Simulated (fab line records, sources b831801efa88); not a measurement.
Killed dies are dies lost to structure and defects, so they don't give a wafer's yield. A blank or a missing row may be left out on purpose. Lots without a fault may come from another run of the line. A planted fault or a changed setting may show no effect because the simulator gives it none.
Which tool did it? | flow sky130 | 14 lots, 42 wafers sampled, at 4 steps of a route of 708

WHAT THE GAUGES READ, wafer by wafer
SKY_SD_P_CD_MEAS_07: target cd 380 nm.
lot  | measured     | on        | cd_nm (nm)
L765 | day 26 06:01 | cd_sem-01 | 381.9 385.1 382.7
L768 | day 27 17:14 | cd_sem-01 | 381.5 380.5 381.0
L769 | day 27 22:17 | cd_sem-02 | 377.9 376.3 377.7
L772 | day 28 07:53 | cd_sem-01 | 378.8 374.9 375.6
L770 | day 28 10:28 | cd_sem-01 | 380.0 379.1 379.3
L773 | day 28 16:47 | cd_sem-02 | 383.9 383.8 384.2
L775 | day 29 16:40 | cd_sem-02 | 383.2 382.1 384.6
L777 | day 29 21:34 | cd_sem-02 | 374.8 377.2 376.6
L778 | day 30 08:22 | cd_sem-02 | 376.1 375.0 376.6
L782 | day 31 17:51 | cd_sem-02 | 384.2 385.3 383.3
L783 | day 32 01:21 | cd_sem-01 | 376.4 378.9 373.3
L785 | day 32 19:04 | cd_sem-01 | 380.8 379.1 379.1
L786 | day 33 00:55 | cd_sem-02 | 380.3 381.3 377.6
L787 | day 33 04:26 | cd_sem-02 | 377.8 379.0 377.2

SKY_RES_XHIGH_TW_MEAS_09.
lot  | measured     | on            | RES_XHIGH_TW
L765 | day 27 11:49 | film_metro-02 | 1648 1659 1661
L768 | day 28 21:59 | film_metro-04 | 1648 1642 1651
L769 | day 29 02:47 | film_metro-04 | 1623 1620 1624
L772 | day 29 11:32 | film_metro-01 | 1624 1617 1618
L770 | day 29 13:20 | film_metro-02 | 1650 1652 1639
L773 | day 29 18:44 | film_metro-02 | 1648 1644 1654
L775 | day 30 22:08 | film_metro-02 | 1647 1660 1647
L777 | day 31 02:19 | film_metro-04 | 1636 1632 1635
L778 | day 31 13:26 | film_metro-04 | 1638 1636 1638
L782 | day 32 21:56 | film_metro-02 | 1644 1645 1642
L783 | day 33 04:23 | film_metro-04 | 1637 1641 1638
L785 | day 33 22:02 | film_metro-01 | 1621 1615 1617
L786 | day 34 03:37 | film_metro-04 | 1642 1633 1635
L787 | day 34 06:53 | film_metro-01 | 1613 1620 1623

SKY_SD_N_OVL_MEAS_08.
lot  | measured     | on         | SD_N_OVL (nm)
L765 | day 28 16:44 | overlay-01 | -0.6 1.1 0.0
L768 | day 30 01:57 | overlay-01 | 0.4 0.0 0.7
L769 | day 30 06:09 | overlay-01 | 2.5 2.5 0.1
L772 | day 30 16:28 | overlay-01 | -1.2 -0.3 -2.5
L770 | day 30 18:00 | overlay-01 | 1.3 2.1 2.4
L773 | day 30 23:39 | overlay-02 | -0.4 1.2 -1.4
L775 | day 32 02:06 | overlay-01 | -0.9 -1.5 -0.1
L777 | day 32 05:48 | overlay-02 | -0.4 -0.8 -1.4
L778 | day 32 16:22 | overlay-02 | -0.1 -1.0 -0.2
L782 | day 34 00:19 | overlay-01 | -1.7 -0.2 0.5
L783 | day 34 06:40 | overlay-02 | -0.1 1.7 -0.5
L785 | day 35 00:48 | overlay-02 | - - -
L786 | day 35 06:32 | overlay-02 | - - -
L787 | day 35 08:50 | overlay-01 | 1.0 1.4 -0.9

WHICH TOOL RAN EACH LOT (tool, then ch and the chambers of the sampled wafers, then the start)
lot  | SKY_SD_N_EXPOSE_04
L765 | iline_stepper-01 ch 0, day 28 02:47
L768 | iline_stepper-01 ch 0, day 29 11:16
L769 | iline_stepper-02 ch 0, day 29 16:02
L772 | iline_stepper-02 ch 0, day 30 02:27
L770 | iline_stepper-02 ch 0, day 30 03:57
L773 | iline_stepper-01 ch 0, day 30 09:19
L775 | iline_stepper-02 ch 0, day 31 11:59
L777 | iline_stepper-02 ch 0, day 31 16:17
L778 | iline_stepper-01 ch 0, day 32 03:05
L782 | iline_stepper-02 ch 0, day 33 11:22
L783 | iline_stepper-01 ch 0, day 33 17:19
L785 | iline_stepper-01, day 34 11:38
L786 | iline_stepper-02, day 34 17:41
L787 | iline_stepper-02 ch 0, day 34 20:17
- SKY_SD_N_EXPOSE_04: exposes mask NSDM, target cd 380 nm.

WHAT THE TOOLS THEMSELVES READ (means of the sampled wafers that have a number; where no wafer has one, the mark that the record gives instead)
SKY_SD_N_EXPOSE_04.
lot  | tool             | exposure_dose_mJ_cm2 | focus_offset_nm (nm)
L765 | iline_stepper-01 | 142.2                | -0.2
L768 | iline_stepper-01 | 142.4                | 0.2
L769 | iline_stepper-02 | 140.9                | 0.5
L772 | iline_stepper-02 | 141.0                | -0.4
L770 | iline_stepper-02 | 140.9                | -0.3
L773 | iline_stepper-01 | 142.3                | -0.8
L775 | iline_stepper-02 | 140.9                | 0.6
L777 | iline_stepper-02 | 140.8                | 0.0
L778 | iline_stepper-01 | 142.3                | -0.7
L782 | iline_stepper-02 | 140.6                | -0.3
L783 | iline_stepper-01 | 142.4                | -0.5
L785 | iline_stepper-01 | -                    | -
L786 | iline_stepper-02 | -                    | -
L787 | iline_stepper-02 | 140.9                | -0.2

THE ANSWER, worked out from the rows above alone
Rule: what is usual is taken from the lots themselves. Put in order of their means at a reading, lots are off if they are a third of the lots or fewer, leave a main group of 4 or more, and stand apart from it by a gap of 3 or more times the standard deviation of the main group's means; of several such gaps the widest counts. A main group whose means are all the same, to the digits that the tables above print for the reading, isn't used. A lot without any number at a reading at which 4 lots or more have one is off too. The other lots that the step has rows for count as sound. The gauges are gone through in route order, then the tools' own readings, and for those a lot's mean is taken as printed above. The first step at which some lot is off is used, and at that step the reading that is off furthest; a lot without a number counts as furthest.
Off: L785, L786, at SKY_SD_N_OVL_MEAS_08 (SD_N_OVL). Without a number there: L785, L786. The main group: mean 0.1 nm, standard deviation 0.95.
A tool fits if, at a process step before that reading, it ran every lot that is off, and no sound lot after the first of them. The gauges at SKY_SD_N_OVL_MEAS_08 aren't tried: what is off there is off at SKY_SD_N_EXPOSE_04 too, on other tools, and a gauge's error can't cause that. None of those tried fits.

WHAT THE SIMULATOR HAD PUT IN
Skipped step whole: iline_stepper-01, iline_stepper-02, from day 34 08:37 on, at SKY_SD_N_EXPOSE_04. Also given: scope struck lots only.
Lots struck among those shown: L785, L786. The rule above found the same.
